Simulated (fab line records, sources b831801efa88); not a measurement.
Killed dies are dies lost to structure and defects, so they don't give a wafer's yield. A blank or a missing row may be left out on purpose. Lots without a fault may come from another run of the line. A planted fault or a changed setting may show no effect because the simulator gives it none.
One fault seen from 2 desks | flow gf180mcu | each desk has only its own numbers; what lay behind them comes last

THE METROLOGY DESK
What the gauges read, lot by lot, whatever tool the lot ran on: means of the sampled wafers that have a number. A lot is out of limits, marked OUT, if its mean lies more than 4 standard deviations from the usual mean; the brackets give that distance.
Columns: A = V1_BOW at GF_V1_BOW_MEAS_05, usual 83 um; B = V1_OVL at GF_V1_OVL_MEAS_15, usual 0 nm
lot  | first seen here | A  | B
L980 | day 17 04:25    | 81 | -3
L982 | day 18 00:47    | 86 | -3
L983 | day 18 03:28    | 84 | -0
L985 | day 19 02:39    | 77 | 10
L987 | day 19 15:58    | 83 | 2
L989 | day 20 15:35    | 89 | -7
L990 | day 21 00:25    | 83 | -2
L994 | day 22 05:17    | 86 | -8
L996 | day 23 05:50    | 85 | 6
L100 | day 24 06:43    | 82 | 2
L101 | day 24 14:56    | 90 | 3
L102 | day 25 03:14    | 88 | 9
L103 | day 25 05:26    | 82 | -1
This desk's finding: nothing out of limits on any of the 13 lots.

THE TOOL OWNER'S DESK: cmp-01
The tool's own readings at GF_V1_CMP_04 (polishes SiO2): means of the sampled wafers that have a number, for each lot that ran on this tool. A lot is out of limits, marked OUT, if its mean lies more than 4 standard deviations from the usual mean; the brackets give that distance.
Columns: A = head_pressure_psi at GF_V1_CMP_04, usual 4.000 psi; B = motor_current_A at GF_V1_CMP_04, usual 12.1 A; C = slurry_filter_dp_kPa at GF_V1_CMP_04, usual 13.49 kPa; D = time_to_endpoint_s at GF_V1_CMP_04, usual 82 s
lot  | first seen here | A     | B    | C     | D
L980 | day 17 04:08    | 3.995 | 11.0 | 13.52 | 76
L983 | day 18 03:13    | 4.000 | 12.2 | 13.49 | 89
L985 | day 19 02:30    | 4.004 | 12.6 | 13.37 | 82
L989 | day 20 15:15    | 4.006 | 11.3 | 13.44 | 85
L990 | day 21 00:10    | 3.998 | 12.1 | 13.54 | 77
L994 | day 22 05:04    | 3.985 | 11.2 | 13.52 | 90
L102 | day 25 02:59    | 4.005 | 12.4 | 13.65 | 81
L103 | day 25 05:16    | 4.000 | 12.4 | 13.36 | 82
This desk's finding: nothing out of limits on any of the 8 lots.

PUT TOGETHER
The metrology desk saw nothing out of limits.
The tool owner's desk saw nothing out of limits.

WHAT THE SIMULATOR HAD PUT IN
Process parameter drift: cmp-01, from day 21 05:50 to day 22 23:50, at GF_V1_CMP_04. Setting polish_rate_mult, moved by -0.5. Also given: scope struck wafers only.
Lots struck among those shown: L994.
